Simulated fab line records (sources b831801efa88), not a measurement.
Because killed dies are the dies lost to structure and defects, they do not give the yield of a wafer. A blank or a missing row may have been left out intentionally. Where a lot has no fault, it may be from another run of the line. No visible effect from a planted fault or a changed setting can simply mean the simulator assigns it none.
fab line records	flow gf180mcu
record: lots: 6	wafers: 18	last_day: 34
route steps=602 shown V1@351 M2@362
lots with no fault: from the same line, run without faults
start_h: hours from the record's first day to the start of the lot's first wafer shown	wait_h: hours from the lot's prior step to this one	" the same as in the row above	L1.1+2: a single row standing in for several wafers	- either no value or no given start	* or withheld: withheld	< > ~ a bound
route shown NAME@n: a module of which the file shows steps, and the number in the route of the first	usual: the fault-free wafers' mean and standard deviation	same: alike in all rows	chamber/n: place in a boat	sites: readings site by site	_std_site: how widely they spread, as a standard deviation	_edge_site: outer sites' mean less inner sites'	radius_mm: for every site, how far away it sits from the centre of the wafer	mask NAME#n: copy n	behind: the last tool/chamber to shape the wafer	hold: what put the lot on hold/how long, in hours/how the hold closed	device: transistor that didn't switch, given as n, p or np	end of line: at the end of the route, the tests of the same wafers	a step with no rows: only its recipe	killed: count of dies lost to structure and defects at first sort (not the wafer's yield)	map: dies across one wafer; x = killed, . = not, _ = none there
set.NAME: the setting as run; set.NAME@STEP: as run at that earlier step	model.NAME: the simulator's own value behind a step, which no gauge read
certain route steps with their lots: each step a table, each wafer a row
services: the hour from which a tool's chamber was out of use, counted from the record's first day as start_h (under 0 if before that day), plus the number of hours and why
== steps ==
step: GF_V1_ETCH_16
recipe: chemistry: N2/H2	target_depth_a: withheld	overetch_a: withheld	time_s: withheld	target: BARC	ion_energy_ev: 200	source_w: 500	bias_w: 100	pressure_mtorr: 30	n2_flow_sccm: 100	h2_flow_sccm: 200
step: GF_V1_ETCH_17
recipe: chemistry: C4F8/O2/Ar	mask_material: KrF	target: SiO2	stop_on: TiN	source_w: 1500	bias_w: 1200	pressure_mtorr: 40	c4f8_flow_sccm: withheld	O2_flow_sccm: 6	Ar_flow_sccm: 300	time_s: withheld	target_depth_a: 6300
usual: oes_product_au: 0.856/0.0047
lot.wafer	tool	chamber	start_h	wait_h	oes_product_au
L840.2	rie_diel-01	1	-	-	0.863
L840.3	"	0	"	"	0.859
L840.5	"	1	"	"	0.852
L842.1	rie_diel-02	1	-	-	0.851
L842.2	"	2	"	"	0.854
L842.3	"	3	"	"	0.861
L850.1	rie_diel-04	2	-	-	0.855
L850.4	"	1	"	"	0.848
L850.5	"	1	"	"	0.853
L851.1	rie_diel-02	1	-	-	0.858
L851.3	"	0	"	"	0.857
L851.5	"	1	"	"	0.858
L859.1	rie_diel-04	0	-	-	0.859
L859.3	"	2	"	"	0.849
L859.5	"	3	"	"	0.850
L860.3	rie_diel-02	2	-	-	0.854
L860.4	"	0	"	"	0.853
L860.6	"	2	"	"	0.848
step: GF_V1_STRIP_18
recipe: chemistry: O2/N2	power_w: 1400	pressure_mtorr: 1500	platen_temp_c: 250	o2_flow_sccm: 3000	n2_flow_sccm: 300	overash_fraction: 0.5
step: GF_V1_STRIP_19
recipe: chemistry: post_etch_residue_remover	time_s: 1200	temp_c: 72.5
step: GF_V1_CLEAN_20
recipe: chemistry: DIW	dry: n2_spin
step: GF_V1_SPUTTER_21
recipe: material: Ti	target_thk_nm: 15	chamber_pressure_pa: 5	power_w: 2500	substrate_temp_c: 200	time_s: 80.02
step: GF_V1_SPUTTER_22
recipe: material: TiN	target_thk_nm: 10	chamber_pressure_pa: 5	power_w: 4000	time_s: 40
step: GF_V1_CVD_23
recipe: material: W	target_thk_nm: 350	time_s: 105.05	temp_c: 400	pressure_torr: 40
usual: heater_power_w: 738/59
lot.wafer	tool	chamber	start_h	wait_h	heater_power_w
L840.2	cvd_w-01	1	435.85	0.0	694
L840.3	"	0	"	"	686
L840.5	"	0	"	"	672
L842.1	cvd_w-01	1	447.17	0.0	722
L842.2	"	0	"	"	653
L842.3	"	1	"	"	704
L850.1	cvd_w-02	1	516.49	0.0	781
L850.4	"	1	"	"	790
L850.5	"	1	"	"	782
L851.1	cvd_w-01	1	525.37	0.0	722
L851.3	"	0	"	"	678
L851.5	"	1	"	"	715
L859.1	cvd_w-02	1	590.06	0.0	774
L859.3	"	1	"	"	796
L859.5	"	1	"	"	785
L860.3	cvd_w-01	1	594.48	0.1	721
L860.4	"	0	"	"	684
L860.6	"	1	"	"	701
step: GF_V1_RS_MEAS_24
recipe: thk_meas_gauge: four-point-probe	reads: W_of_V1_CVD_23+TiN_of_V1_SPUTTER_22+Ti_of_V1_SPUTTER_21
usual: V1_W_RS: 0.325/0.0031
lot.wafer	tool	chamber	start_h	wait_h	V1_W_RS[ohm/sq]
L840.2	film_metro-01	-	435.98	0.1	0.325
L840.3	"	-	"	"	0.319
L840.5	"	-	"	"	0.323
L842.1	film_metro-04	-	447.28	0.1	0.325
L842.2	"	-	"	"	0.322
L842.3	"	-	"	"	0.330
L850.1	film_metro-01	-	516.60	0.1	0.328
L850.4	"	-	"	"	0.330
L850.5	"	-	"	"	0.330
L851.1	film_metro-04	-	525.48	0.1	0.328
L851.3	"	-	"	"	0.324
L851.5	"	-	"	"	0.326
L859.1	film_metro-01	-	590.17	0.1	0.329
L859.3	"	-	"	"	0.328
L859.5	"	-	"	"	0.330
L860.3	film_metro-03	-	594.60	0.1	0.323
L860.4	"	-	"	"	0.321
L860.6	"	-	"	"	0.319
step: GF_V1_THK_MEAS_25
recipe: thk_meas_gauge: xrf	reads: W_of_V1_CVD_23
usual: V1_W_THK: 365/5
lot.wafer	tool	chamber	start_h	wait_h	V1_W_THK[nm]
L840.2	film_metro-01	-	436.09	0.1	367
L840.3	"	-	"	"	376
L840.5	"	-	"	"	367
L842.1	film_metro-04	-	447.40	0.1	359
L842.2	"	-	"	"	362
L842.3	"	-	"	"	352
L850.1	film_metro-01	-	516.72	0.1	366
L850.4	"	-	"	"	361
L850.5	"	-	"	"	360
L851.1	film_metro-04	-	525.60	0.1	359
L851.3	"	-	"	"	361
L851.5	"	-	"	"	360
L859.1	film_metro-01	-	590.29	0.1	364
L859.3	"	-	"	"	366
L859.5	"	-	"	"	362
L860.3	film_metro-03	-	594.70	0.1	366
L860.4	"	-	"	"	372
L860.6	"	-	"	"	374
step: GF_V1_CMP_26
recipe: stop_on: SiO2	down_force_psi: 3.5	platen_rpm: 60	t_overpolish_s: 15	target_thk_nm: 0	pad_velocity_m_s: 0.94248
usual: motor_current_A: 10.7/0.91	overpolish_run_s: 15.001/0.0087	time_to_endpoint_s: 85/3.1
lot.wafer	tool	chamber	start_h	wait_h	motor_current_A	overpolish_run_s	time_to_endpoint_s
L840.3	cmp-02	0	436.14	0.0	9.6	14.995	86
L840.2	"	3	"	"	10.3	15.007	83
L840.5	"	0	"	"	10.3	15.021	83
L842.3	cmp-01	1	447.51	0.1	11.1	15.000	78
L842.2	"	2	"	"	11.5	15.019	83
L842.1	"	3	"	"	9.1	14.977	82
L850.4	cmp-02	3	516.78	0.0	10.2	15.011	84
L850.1	"	1	"	"	10.7	15.004	86
L850.5	"	3	"	"	10.4	14.987	87
L851.3	cmp-01	0	525.66	0.0	9.1	14.999	93
L851.1	"	2	"	"	11.5	15.008	85
L851.5	"	1	"	"	10.8	15.003	85
L859.3	cmp-01	2	590.35	0.0	11.5	15.000	81
L859.1	"	1	"	"	11.1	15.002	79
L859.5	"	3	"	"	9.3	15.006	79
L860.3	cmp-02	2	594.74	0.0	12.6	14.997	87
L860.4	"	0	"	"	10.1	15.004	89
L860.6	"	3	"	"	10.8	15.009	86
step: GF_M2_SPUTTER_00
recipe: material: Ti	target_thk_nm: 37.5	arriving_ion_energy_ev: 80	substrate_temp_c: 200	chamber_pressure_pa: 2	power_w: 4000	time_s: 150
usual: cathode_dc_power_W: 4000.0/0.74	chamber_pressure_pa: 2.000/0.0037	throttle_valve_pct: 30.2/1
lot.wafer	tool	chamber	start_h	wait_h	cathode_dc_power_W	chamber_pressure_pa	throttle_valve_pct
L840.2	pvd_sputter-03	-	436.44	0.1	4001.1	1.998	30.5
L840.3	"	-	"	"	4000.3	2.000	30.4
L840.5	"	-	"	"	3999.7	1.996	30.3
L842.1	pvd_sputter-04	-	447.76	0.1	3999.6	2.006	27.7
L842.2	"	-	"	"	4000.2	1.989	31.1
L842.3	"	-	"	"	3999.4	1.997	30.5
L850.1	pvd_sputter-03	-	517.08	0.1	3999.6	1.998	30.7
L850.4	"	-	"	"	3999.0	2.002	30.2
L850.5	"	-	"	"	4000.5	2.000	28.9
L851.1	pvd_sputter-02	-	525.96	0.1	3999.7	2.000	31.0
L851.3	"	-	"	"	3999.6	1.999	30.3
L851.5	"	-	"	"	4000.5	2.001	29.8
L859.1	pvd_sputter-02	-	590.65	0.1	3999.1	2.001	30.3
L859.3	"	-	"	"	3999.2	2.001	29.9
L859.5	"	-	"	"	4000.8	1.999	30.6
L860.3	pvd_sputter-04	-	595.04	0.2	3999.7	1.999	30.8
L860.4	"	-	"	"	4000.7	1.998	27.4
L860.6	"	-	"	"	4001.1	1.994	30.9
step: GF_M2_SPUTTER_01
recipe: material: TiN	target_thk_nm: 30	power_w: 6500	time_s: 25	chamber_pressure_pa: 0.4
usual: cathode_dc_power_W: 6500.0/1.2	chamber_pressure_pa: 0.3999/0.00082	throttle_valve_pct: 30.2/1
lot.wafer	tool	chamber	start_h	wait_h	cathode_dc_power_W	chamber_pressure_pa	throttle_valve_pct
L840.2	pvd_sputter-03	-	436.54	0.1	6500.1	0.3997	30.8
L840.3	"	-	"	"	6499.4	0.3994	30.5
L840.5	"	-	"	"	6501.0	0.3991	30.3
L842.1	pvd_sputter-04	-	447.86	0.1	6500.7	0.4005	28.0
L842.2	"	-	"	"	6499.9	0.4001	31.4
L842.3	"	-	"	"	6499.5	0.3999	30.4
L850.1	pvd_sputter-03	-	517.18	0.1	-	-	-
L850.4	"	-	"	"	-	-	-
L850.5	"	-	"	"	-	-	-
L851.1	pvd_sputter-02	-	526.06	0.1	-	-	-
L851.3	"	-	"	"	-	-	-
L851.5	"	-	"	"	-	-	-
L859.1	pvd_sputter-02	-	590.75	0.1	6498.0	0.3988	30.2
L859.3	"	-	"	"	6499.9	0.4012	29.7
L859.5	"	-	"	"	6499.7	0.3982	30.6
L860.3	pvd_sputter-04	-	595.14	0.1	6501.2	0.3993	31.1
L860.4	"	-	"	"	6501.9	0.3999	27.4
L860.6	"	-	"	"	6499.8	0.3995	30.7
step: GF_M2_SPUTTER_02
recipe: material: AlCu	target_thk_nm: 450	power_w: 10600	time_s: 23.9	chamber_pressure_pa: 0.4
step: GF_M2_SPUTTER_03
recipe: material: Ti	target_thk_nm: 10	substrate_temp_c: 300	chamber_pressure_pa: 0.3	power_w: 3000	time_s: 6.7
step: GF_M2_SPUTTER_04
recipe: material: TiN	target_thk_nm: 50	power_w: 6500	time_s: 41.7	chamber_pressure_pa: 0.4
usual: cathode_dc_power_W: 6499.9/1.3	chamber_pressure_pa: 0.3999/0.00084	throttle_valve_pct: 30.2/1
lot.wafer	tool	chamber	start_h	wait_h	cathode_dc_power_W	chamber_pressure_pa	throttle_valve_pct
L840.2	pvd_sputter-03	-	436.62	0.0	6498.6	0.3991	30.9
L840.3	"	-	"	"	6499.7	0.4000	30.5
L840.5	"	-	"	"	6499.8	0.3994	30.2
L842.1	pvd_sputter-04	-	447.94	0.0	6498.2	0.3995	27.6
L842.2	"	-	"	"	6497.7	0.4001	31.2
L842.3	"	-	"	"	6501.7	0.4004	30.5
L850.1	pvd_sputter-03	-	517.26	0.0	6501.0	0.3995	30.4
L850.4	"	-	"	"	6502.3	0.4022	30.4
L850.5	"	-	"	"	6497.6	0.4007	28.8
L851.1	pvd_sputter-02	-	526.14	0.0	6500.6	0.3999	30.8
L851.3	"	-	"	"	6501.5	0.3998	30.2
L851.5	"	-	"	"	6499.5	0.4009	29.6
L859.1	pvd_sputter-02	-	590.83	0.0	6499.7	0.3983	30.4
L859.3	"	-	"	"	6500.8	0.4002	29.8
L859.5	"	-	"	"	6499.4	0.3986	30.7
L860.3	pvd_sputter-04	-	595.22	0.0	6500.5	0.4000	31.1
L860.4	"	-	"	"	6499.1	0.3995	27.7
L860.6	"	-	"	"	6500.7	0.3988	30.7
step: GF_M2_DEHYDRATE_07
recipe: temp_c: 200	time_s: 60
step: GF_M2_HMDS_08
recipe: prime_time_s: 60	prime_temp_c: 120
step: GF_M2_COAT_09
recipe: resist: KrF	spin_rpm: withheld	resist_thk_nm: 1000
step: GF_M2_SOFTBAKE_10
recipe: temp_c: 130	time_s: 60	resist: KrF
step: GF_M2_EXPOSE_11
recipe: mask_id: Metal2	target_cd_nm: 280	na: 0.68	source_shape: conventional	sigma_outer: 0.6	dose_mj: 28
step: GF_M2_PEB_12
recipe: peb_temp_c: 135	peb_time_s: 90	resist: KrF
step: GF_M2_DEVELOP_13
recipe: develop_time_s: 60	dev_temp_c: 21
step: GF_M2_CD_MEAS_14
recipe: target_cd_nm: 280
usual: cd_nm: 280.0/1.4
lot.wafer	tool	chamber	start_h	wait_h	cd_nm
L840.2	cd_sem-02	-	460.20	0.1	281.3
L840.3	"	-	"	"	280.5
L840.5	"	-	"	"	281.5
L842.1	cd_sem-01	-	471.88	0.1	279.7
L842.2	"	-	"	"	281.5
L842.3	"	-	"	"	280.9
L850.1	cd_sem-01	-	539.99	0.1	279.8
L850.4	"	-	"	"	280.6
L850.5	"	-	"	"	281.0
L851.1	cd_sem-01	-	548.83	0.1	277.3
L851.3	"	-	"	"	276.6
L851.5	"	-	"	"	277.3
L859.1	cd_sem-01	-	612.19	0.1	279.9
L859.3	"	-	"	"	280.1
L859.5	"	-	"	"	280.2
L860.3	cd_sem-01	-	615.57	0.1	279.0
L860.4	"	-	"	"	280.0
L860.6	"	-	"	"	278.0
step: GF_M2_OVL_MEAS_15
usual: M2_OVL: 4/5.3
lot.wafer	tool	chamber	start_h	wait_h	M2_OVL[nm]
L840.2	overlay-01	-	460.30	0.1	4
L840.3	"	-	"	"	4
L840.5	"	-	"	"	11
L842.1	overlay-01	-	472.00	0.1	-3
L842.2	"	-	"	"	-7
L842.3	"	-	"	"	1
L850.1	overlay-01	-	540.11	0.1	17
L850.4	"	-	"	"	13
L850.5	"	-	"	"	9
L851.1	overlay-02	-	548.95	0.1	3
L851.3	"	-	"	"	-3
L851.5	"	-	"	"	-3
L859.1	overlay-01	-	612.31	0.1	-2
L859.3	"	-	"	"	-7
L859.5	"	-	"	"	3
L860.3	overlay-01	-	615.66	0.1	3
L860.4	"	-	"	"	13
L860.6	"	-	"	"	8
step: GF_M2_METAL_ETCH_16
recipe: chemistry: Cl2/BCl3	mask_material: KrF	target_depth_nm: 627.5	stop_on: SiO2	pressure_mtorr: 8	icp_w: 800	bias_w: 140	Cl2_flow_sccm: 80	bcl3_flow_sccm: 40	time_s: 104.6
usual: drypump_motor_current_A: 5.93/0.29	oes_product_au: 0.972/0.0057	throttle_valve_pct: 28.249/0.0094
lot.wafer	tool	chamber	start_h	wait_h	drypump_motor_current_A	oes_product_au	rf_hours_counter_h	throttle_valve_pct
L840.2	rie_metal-02	0	460.33	0.0	6.05	0.971	10	28.258
L840.3	"	1	"	"	5.96	0.963	-	28.258
L840.5	"	0	"	"	6.04	0.969	-	28.255
L842.1	rie_metal-02	1	472.03	0.0	5.92	0.975	8	28.253
L842.2	"	0	"	"	6.04	0.973	10	28.236
L842.3	"	1	"	"	5.94	0.976	-	28.254
L850.1	rie_metal-01	1	540.14	0.0	5.92	0.944	10	28.290
L850.4	"	1	"	"	5.92	0.933	-	28.291
L850.5	"	1	"	"	5.92	0.950	-	28.286
L851.1	rie_metal-04	0	548.98	0.0	6.41	0.942	2	28.276
L851.3	"	0	"	"	6.42	0.945	-	28.282
L851.5	"	1	"	"	5.49	0.953	-	28.286
L859.1	rie_metal-04	0	612.34	0.0	6.45	0.972	4	28.245
L859.3	"	0	"	"	6.44	0.976	-	28.248
L859.5	"	0	"	"	6.42	0.969	-	28.231
L860.3	rie_metal-02	1	615.72	0.1	5.95	0.973	-	28.250
L860.4	"	0	"	"	6.04	0.968	-	28.237
L860.6	"	0	"	"	6.05	0.973	-	28.244
step: GF_M2_STRIP_17
recipe: chemistry: O2/N2	power_w: 1400	pressure_mtorr: 1500	platen_temp_c: 250	o2_flow_sccm: 3000	n2_flow_sccm: 300	overash_fraction: 0.5
== services ==
tool	chamber	start_h	hours	kind
rie_diel-04	3	411.73	16.6	repair
rie_diel-01	-	415.19	0.2	repair
cmp-02	-	421.91	4.0	pm
rie_metal-04	-	424.41	15.6	pm
cmp-01	-	427.15	5.0	pm
cvd_w-02	-	427.31	1.2	repair
rie_diel-01	2	428.68	8.3	repair
rie_diel-04	0	432.28	6.3	repair
cmp-01	-	455.27	1.2	repair
rie_metal-04	-	455.36	0.1	repair
cmp-01	-	460.42	11.7	pm
rie_metal-04	-	463.84	1.4	pm
rie_metal-01	-	466.17	4.3	pm
cmp-01	-	512.61	5.7	pm
pvd_sputter-02	-	518.16	1.0	repair
cmp-01	-	521.73	0.3	repair
cvd_w-02	-	532.00	6.9	pm
rie_diel-02	0	533.30	13.1	repair
cmp-01	-	541.53	2.5	repair
rie_diel-04	2	554.76	20.7	repair
cmp-01	-	574.18	4.0	pm
rie_metal-04	-	597.14	1.0	repair
rie_diel-02	1	609.68	19.9	repair
pvd_sputter-02	-	615.35	30.1	repair
== key ==
first_sign: step: GF_M2_SPUTTER_01	reading: tool_record	direction: missing
effect: step: GF_M2_METAL_ETCH_16	reading: oes_product_au	direction: down	sigmas: 4.9	usual: 0.972	struck: 0.944
met_at GF_M2_SPUTTER_01
struck_wafers L850.1,L850.4,L850.5,L851.1,L851.3,L851.5
later_rows_left_out L850.1,L850.4,L850.5,L851.1,L851.3,L851.5
sort_left_out L850.1,L850.4,L850.5,L851.1,L851.3,L851.5
onset_between 436.54 517.18
fault: kind: skipped_step_whole	tool: pvd_sputter-02,pvd_sputter-03	chamber: -	onset_h: 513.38	steps: GF_M2_SPUTTER_01	scope: struck_lots_only
sort_left_out: the simulated sort isn't trusted on such a fault, so these wafers' sort isn't shown, and their yield isn't known
later_rows_left_out: the simulator's readings of these wafers behind a module that went badly wrong aren't trusted and aren't shown, but for the sort
